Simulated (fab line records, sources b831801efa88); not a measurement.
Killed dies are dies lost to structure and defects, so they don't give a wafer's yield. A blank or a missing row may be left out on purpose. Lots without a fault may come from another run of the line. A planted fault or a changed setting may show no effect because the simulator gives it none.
A struck lot beside a sound one | flow sky130 | 43 steps out of a route of 708
Sound: wafers L465.3, L465.4, L465.6. Struck: wafers L466.1, L466.3, L466.5. The cause comes at the end.
At each step with rows: each side's tool, then ch and its chambers, then its first start. Under that, the readings that differ: sound wafers | struck wafers | difference of the means | sigmas: that difference in standard deviations of wafers without a fault.
alike: readings whose means differ by less than 2 such deviations, and words and numbers that are the same on both sides. not compared: withheld readings, readings that some wafer has no value for, bounds like >300 that may hide the same value, and numbers for which the record gives no deviation and whose values overlap.
The two part at a step that has a row with sigmas, a row that says differs or no value, or rows on one side only. Numbers that don't overlap but have no deviation are shown without sigmas and don't part them. A reading that every wafer of one side lacks parts them only if that side has two wafers or more.

first, 5 steps without rows for these wafers: SKY_METAL1_COAT_10 (resist thk 450 nm); SKY_METAL1_SOFTBAKE_11 (time 90 s); SKY_METAL1_EXPOSE_12 (exposes mask MM1, target cd 140 nm); SKY_METAL1_PEB_13; SKY_METAL1_DEVELOP_14 (develop time 60 s).
SKY_METAL1_CD_MEAS_15: target cd 140 nm.
  sound on cd_sem-02, day 33 00:58; struck on cd_sem-01, day 33 17:19
  alike: cd_nm
SKY_METAL1_OVL_MEAS_16:
  sound on overlay-02, day 33 01:03; struck on overlay-02, day 33 17:26
  alike: METAL1_OVL
SKY_METAL1_DESCUM_17: chemistry O2, time 8 s.
  sound on rie_metal-01 ch 0,1, day 33 01:05; struck on rie_metal-01 ch 0,1, day 33 17:29
  alike: drypump_motor_current_A, oes_product_au
  not compared: rf_hours_counter_h
then, 4 steps without rows for these wafers: SKY_METAL1_ETCH_18 (etches BARC in N2/H2, stops on SiO2, time 47.78 s, target depth 60 nm); SKY_METAL1_METAL_ETCH_19 (etches the open film in Cl2/BCl3, stops on SiO2, target depth 360 nm, time 78 s); SKY_METAL1_STRIP_20 (strips in O2/N2); SKY_METAL1_STRIP_21 (strips in post etch residue remover, time 1200 s).
SKY_METAL1_CLEAN_22: cleans in IPA, time 180 s.
  sound on wet_bench-03 ch 3, day 33 01:42; struck on wet_bench-04 ch 1, day 33 18:06
then, 2 steps without rows for these wafers: SKY_METAL1_CLEAN_23 (cleans in O3/DIW); SKY_VIA1_HDPCVD_00 (deposits SiO2, target thk 1030 nm, time 171.7 s).
SKY_VIA1_THK_MEAS_01:
  sound on film_metro-04, day 33 02:06; struck on film_metro-01, day 33 18:25
  alike: VIA1_HDPCVD_THK
then, 1 step without rows for these wafers: SKY_VIA1_CMP_02 (polishes SiO2).
SKY_VIA1_BOW_MEAS_03:
  sound on film_metro-02, day 33 02:29; struck on film_metro-01, day 33 18:47
  alike: VIA1_BOW
then, 8 steps without rows for these wafers: SKY_VIA1_DEHYDRATE_04 (time 60 s); SKY_VIA1_HMDS_05 (prime time 60 s); SKY_VIA1_COAT_06 (resist thk 60 nm); SKY_VIA1_COAT_07 (resist thk 450 nm); SKY_VIA1_SOFTBAKE_08 (time 90 s); SKY_VIA1_EXPOSE_09 (exposes mask VIM, target cd 150 nm); SKY_VIA1_PEB_10; SKY_VIA1_DEVELOP_11 (develop time 60 s).
SKY_VIA1_CD_MEAS_12: target cd 150 nm.
  sound on cd_sem-01, day 34 04:13; struck on cd_sem-02, day 34 22:25
  alike: cd_nm
SKY_VIA1_OVL_MEAS_13:
  sound on overlay-01, day 34 04:18; struck on overlay-01, day 34 22:32
  alike: VIA1_OVL
then, 2 steps without rows for these wafers: SKY_VIA1_ETCH_14 (etches BARC in N2/H2, stops on SiO2, time 45.9 s, target depth 60 nm); SKY_VIA1_ETCH_15 (etches SiO2 in C4F8/O2/Ar, stops on TiN, target depth 351 nm, time 54 s).
SKY_VIA1_STRIP_16: strips in O2/N2.
  sound on plasma_asher-02 ch 0,1, day 34 04:26; struck on plasma_asher-01 ch 0,1, day 34 22:40
  alike: drypump_motor_current_A, oes_product_au, strip_time_to_endpoint_s
  not compared: rf_hours_counter_h
then, 4 steps without rows for these wafers: SKY_VIA1_STRIP_17 (strips in post etch residue remover, time 1200 s); SKY_VIA1_CLEAN_18 (cleans in IPA, time 180 s); SKY_VIA1_CLEAN_19 (cleans in O3/DIW); SKY_VIA1_SPUTTER_20 (material TiN, target thk 20 nm, time 80 s).
SKY_VIA1_CVD_21: deposits W, target thk 270 nm, time 80.902 s.
  sound on cvd_w-01 ch 0,1, day 34 05:06; struck on cvd_w-02 ch 0,1, day 34 23:19
  alike: chamber_pressure_Torr, heater_power_w
SKY_VIA1_RS_MEAS_22: measures by four-point-probe.
  sound on film_metro-04, day 34 05:13; struck on film_metro-01, day 34 23:25
  alike: VIA1_W_RS
SKY_VIA1_THK_MEAS_23: measures by xrf.
  sound on film_metro-04, day 34 05:19; struck on film_metro-01, day 34 23:32
  alike: VIA1_W_THK
SKY_VIA1_CMP_24: polishes, stops on SiO2, t overpolish 15 s, target thk 0 nm.
  sound on cmp-01 ch 1,3, day 34 05:26; struck on cmp-02 ch 0,1,2, day 34 23:38
  alike: head_pressure_psi, motor_current_A, overpolish_run_s, time_to_endpoint_s
SKY_METAL2_SPUTTER_00: material Ti, target thk 15 nm, time 10 s.
  sound on pvd_sputter-04, day 34 05:44; struck on pvd_sputter-01, day 34 23:53
  alike: throttle_valve_pct
then, 2 steps without rows for these wafers: SKY_METAL2_SPUTTER_01 (material TiN, target thk 20 nm, time 16.7 s); SKY_METAL2_SPUTTER_02 (material AlCu, target thk 250 nm, time 13.3 s).
-- the record jumps here: 12 days lie between the struck wafers' starts before and after (it left off in module METAL2 and takes up again in module PAD_OPEN, whose first step shown is number 708 of the route) --
SKY_PAD_OPEN_PROBE_99:
  sound on prober-01, day 45 23:20; struck on prober-01, day 46 12:35
  reading                               | sound            | struck            | difference | sigmas
  defect_limited_yield (%)              | 82.7 81.5 81.7   | 77.6 76.6 76.0    | -5.2       | -3
  killed_at_M0_to_M3                    | 47 45 52         | 75 77 82          | +30        | +4
  killed_dies                           | 85 91 90         | 110 115 118       | +26        | +3
  sort_bin_3_pad_short (%)              | 1.2 0.8 0.8      | 4.1 2.4 1.4       | +1.7       | +4
  sort_n_pass                           | 407 401 402      | 382 377 374       | -26        | -3
  sort_yield_pct (%)                    | 82.7 81.5 81.7   | 77.6 76.6 76.0    | -5.2       | -3
  model.etest.tester.sort_n_pass        | 407 401 402      | 382 377 374       | -26        |
  model.etest.tester.sort_yield_pct (%) | 82.72 81.5 81.71 | 77.64 76.63 76.02 | -5.21      |
  model.etest.tester.sort_bin_5_pct (%) | 8.537 11.79 12.8 | 13.01 14.23 14.23 | +2.78      |
  model.etest.tester.sort_bin_3_pct (%) | 1.22 0.813 0.813 | 4.065 2.439 1.423 | +1.694     |
  alike: killed_at_M4_up, killed_at_contacts, killed_at_front_end, killed_at_other, killed_open, killed_short, sort_bin_5_function, sort_bin_6_memory

WHERE THEY PART
Only at SKY_PAD_OPEN_PROBE_99, within this record.

WHY: what the simulator had put in
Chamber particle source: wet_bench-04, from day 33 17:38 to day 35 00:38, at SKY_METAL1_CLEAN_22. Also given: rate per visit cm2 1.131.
